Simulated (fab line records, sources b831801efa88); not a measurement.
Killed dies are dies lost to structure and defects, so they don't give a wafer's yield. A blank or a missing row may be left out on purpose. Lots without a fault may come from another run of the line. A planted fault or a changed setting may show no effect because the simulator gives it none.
Chamber matching | flow sky130 | SKY_VIA2_CMP_24 on cmp-02: 4 sister chambers
The step polishes, stops on SiO2, t overpolish 20 s, target thk 0 nm. 33 wafers are shown with their chamber, then 12 later ones without.

WAFERS WITH THEIR CHAMBER
wafer  | chamber | motor_current_A (A) | time_to_endpoint_s (s) | overpolish_run_s (s)
L075.2 | 1       | 9.3                 | 96                     | 20.016
L075.4 | 2       | 10.0                | 109                    | 19.998
L075.5 | 3       | 11.9                | 107                    | 19.983
L077.1 | 2       | 10.5                | 104                    | 19.978
L077.2 | 3       | 12.1                | 100                    | 19.992
L077.3 | 0       | 10.3                | 90                     | 19.998
L077.4 | 1       | 9.4                 | 93                     | 20.006
L077.5 | 3       | 11.2                | 104                    | 19.988
L077.6 | 0       | 10.3                | 90                     | 20.001
L080.1 | 2       | 10.5                | 106                    | 20.008
L080.4 | 0       | 10.1                | 95                     | 20.010
L080.6 | 3       | 12.0                | 105                    | 20.003
L083.3 | 0       | 9.9                 | 90                     | 19.996
L083.4 | 3       | 12.2                | 100                    | 19.989
L083.6 | 3       | 11.5                | 101                    | 19.998
L083.1 | 1       | 9.7                 | 90                     | 20.000
L083.2 | 2       | 10.5                | 103                    | 20.016
L083.5 | 0       | 10.2                | 90                     | 20.006
L084.1 | 1       | 9.8                 | 91                     | 20.004
L084.3 | 2       | 10.4                | 103                    | 20.011
L084.4 | 0       | 10.0                | 91                     | 20.005
L085.4 | 3       | 12.0                | 97                     | 19.991
L085.5 | 3       | 11.5                | 101                    | 19.990
L085.6 | 0       | 10.2                | 89                     | 20.007
L085.1 | 0       | 9.9                 | 92                     | 19.981
L085.2 | 1       | 9.6                 | 92                     | 19.992
L085.3 | 2       | 10.7                | 100                    | 20.010
L090.1 | 1       | 8.8                 | 92                     | 20.015
L090.2 | 3       | 12.0                | 106                    | 19.987
L090.3 | 0       | 10.9                | 90                     | 19.996
L088.2 | 2       | 10.6                | 105                    | 20.002
L088.3 | 3       | 12.1                | 104                    | 19.991
L088.6 | 3       | 11.6                | 104                    | 19.996

SIGNATURES (means of the wafers above)
reading            | chamber 0 | chamber 1 | chamber 2 | chamber 3 | scatter within a chamber
motor_current_A    | 10.200    | 9.433     | 10.457    | 11.827    | 0.307
time_to_endpoint_s | 90.78     | 92.33     | 104.29    | 102.64    | 2.54
overpolish_run_s   | 20.00000  | 20.00550  | 20.00329  | 19.99164  | 0.00889
Rule: a wafer's distance from a chamber is the root of the sum, over the readings, of the square of ((its reading less the chamber's mean) divided by the reading's scatter). The wafer belongs to the nearest chamber; if the next one is less than 2 further off, it can't be placed. The scatter: the root of (the sum of the squares of (reading less its chamber's mean) over the shown wafers, divided by (wafers less chambers)).

WAFERS WITHOUT THEIR CHAMBER
wafer  | motor_current_A (A) | time_to_endpoint_s (s) | overpolish_run_s (s)
L091.1 | 9.7                 | 95                     | 20.007
L091.3 | 10.2                | 95                     | 19.995
L091.6 | 9.7                 | 93                     | 20.005
L093.2 | 9.6                 | 95                     | 20.000
L093.4 | 10.6                | 93                     | 20.008
L093.6 | 10.4                | 95                     | 20.001
L095.3 | 9.8                 | 104                    | 20.004
L095.4 | 11.6                | 106                    | 20.012
L095.5 | 9.3                 | 95                     | 20.004
L097.1 | 10.2                | 94                     | 19.992
L097.3 | 11.7                | 104                    | 20.002
L097.6 | 11.6                | 106                    | 20.007

WHICH CHAMBER EACH WENT THROUGH
wafer  | from the rows above          | in truth
L091.1 | can't be placed: 1 or 0      | 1
L091.3 | can't be placed: 0 or 1      | 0
L091.6 | can't be placed: 1 or 0      | 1
L093.2 | can't be placed: 1 or 0      | 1
L093.4 | 0                            | 0
L093.6 | can't be placed: 0 or 1 or 2 | 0
L095.3 | 2                            | 2
L095.4 | can't be placed: 3 or 2      | 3
L095.5 | 1                            | 1
L097.1 | can't be placed: 0 or 1      | 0
L097.3 | 3                            | 3
L097.6 | can't be placed: 3 or 2      | 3
Placed correctly: 4 of 12. Can't be placed from these rows: 8 (the true chamber is among the candidates in 8). Placed wrongly: 0.
